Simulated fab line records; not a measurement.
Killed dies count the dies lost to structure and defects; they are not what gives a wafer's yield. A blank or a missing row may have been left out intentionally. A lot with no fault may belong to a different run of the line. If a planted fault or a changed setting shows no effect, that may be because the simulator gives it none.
One fault through the eyes of 2 desks	flow sky130	every desk sees just its own numbers, and what lay behind them comes last

== AT THE METROLOGY DESK ==
What the gauges read for every lot (on any tool): the sampled wafers with a number, averaged. Marked OUT: a lot whose mean sits more than 4 standard deviations from the usual mean, which makes it out of limits; the brackets give that distance.
Columns: A = VIA2_BOW at SKY_VIA2_BOW_MEAS_03, usual 82 um
lot	first seen here	A
L172	day 34 22:38	84
L173	day 35 10:29	80
L174	day 35 19:37	75
L176	day 36 17:16	95
L183	day 38 16:01	79
L185	day 39 12:17	88
L186	day 39 16:05	84
L188	day 40 04:29	86
L191	day 40 19:50	79
L192	day 41 01:54	76
L193	day 41 10:49	93
L195	day 42 01:59	89
This desk's verdict: no lot among the 12 shows anything out of limits.

== THE TOOL OWNER'S DESK: lithoTrack-04 ==
At SKY_VIA2_SOFTBAKE_08 (time 90 s), the tool's own readings, given per lot that ran on this tool as the mean of the sampled wafers with a number. Marked OUT: a lot whose mean sits more than 4 standard deviations from the usual mean, which makes it out of limits; the brackets give that distance.
Columns: A = heaterPowerTotalW at SKY_VIA2_SOFTBAKE_08, usual 57.35 W; B = runLengthS at SKY_VIA2_SOFTBAKE_08, usual 119.11 s
lot	first seen here	A	B
L172	day 35 11:00	57.36	119.02
L176	day 37 05:00	57.22	119.02
L183	day 39 04:00	58.61 (+11) OUT	112.98 (-47) OUT
L185	day 40 00:00	58.26 (+8.3) OUT	114.97 (-32) OUT
L186	day 40 04:00	58.36 (+9.2) OUT	115.00 (-32) OUT
This desk's verdict: out of limits on L183, L185, L186, starting with L183 at day 39 04:00 (heaterPowerTotalW at SKY_VIA2_SOFTBAKE_08). In limits: L172, L176.

== PUT TOGETHER ==
At day 39 04:00, on L183, L185, L186, the tool owner's desk was in a position to raise an alarm.
Nothing out of limits was seen by the metrology desk.
The metrology desk holds a record of L183, L185, L186, inside its limits.
Every lot named ran SKY_VIA2_SOFTBAKE_08 on lithoTrack-04.

== WHAT THE SIMULATOR HAD INSERTED ==
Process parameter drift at SKY_VIA2_SOFTBAKE_08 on lithoTrack-04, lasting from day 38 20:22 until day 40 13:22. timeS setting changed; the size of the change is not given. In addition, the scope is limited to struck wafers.
Shown lots that were struck: L183, L185, L186.
Each desk's first reading out of limits, in hours after the fault started: the tool owner's desk, 8.
